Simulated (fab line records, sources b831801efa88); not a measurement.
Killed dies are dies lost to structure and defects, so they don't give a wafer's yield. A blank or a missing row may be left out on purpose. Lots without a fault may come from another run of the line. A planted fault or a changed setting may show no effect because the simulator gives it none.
Chamber matching | flow sky130 | SKY_VIA1_CMP_02 on cmp-01: 4 sister chambers
The step polishes SiO2. 18 wafers are shown with their chamber, then 9 later ones without.

WAFERS WITH THEIR CHAMBER
wafer  | chamber | motor_current_A (A)
L528.1 | 1       | 11.8
L528.4 | 0       | 12.6
L528.6 | 1       | 11.0
L529.1 | 2       | 10.9
L529.4 | 1       | 11.0
L529.5 | 3       | 12.0
L531.2 | 2       | 10.8
L531.3 | 3       | 12.0
L531.5 | 2       | 10.6
L540.3 | 0       | 13.2
L540.4 | 2       | 11.4
L540.6 | 3       | 12.1
L541.2 | 3       | 12.0
L541.4 | 2       | 10.9
L541.6 | 0       | 12.4
L546.2 | 2       | 10.8
L546.4 | 1       | 11.1
L546.6 | 2       | 11.0

SIGNATURES (means of the wafers above)
reading         | chamber 0 | chamber 1 | chamber 2 | chamber 3 | scatter within a chamber
motor_current_A | 12.733    | 11.225    | 10.914    | 12.025    | 0.289
Rule: a wafer's distance from a chamber is the root of the sum, over the readings, of the square of ((its reading less the chamber's mean) divided by the reading's scatter). The wafer belongs to the nearest chamber; if the next one is less than 2 further off, it can't be placed. The scatter: the root of (the sum of the squares of (reading less its chamber's mean) over the shown wafers, divided by (wafers less chambers)).

WAFERS WITHOUT THEIR CHAMBER
wafer  | motor_current_A (A)
L549.1 | 11.6
L549.2 | 11.4
L549.4 | 12.5
L550.1 | 13.0
L550.3 | 10.9
L550.4 | 12.5
L551.2 | 11.5
L551.5 | 11.2
L551.6 | 10.7

WHICH CHAMBER EACH WENT THROUGH
wafer  | from the rows above          | in truth
L549.1 | can't be placed: 1 or 3 or 2 | 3
L549.2 | can't be placed: 1 or 2 or 3 | 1
L549.4 | can't be placed: 0 or 3      | 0
L550.1 | 0                            | 0
L550.3 | can't be placed: 2 or 1      | 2
L550.4 | can't be placed: 0 or 3      | 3
L551.2 | can't be placed: 1 or 3 or 2 | 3
L551.5 | can't be placed: 1 or 2      | 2
L551.6 | can't be placed: 2 or 1      | 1
Placed correctly: 1 of 9. Can't be placed from these rows: 8 (the true chamber is among the candidates in 8). Placed wrongly: 0.
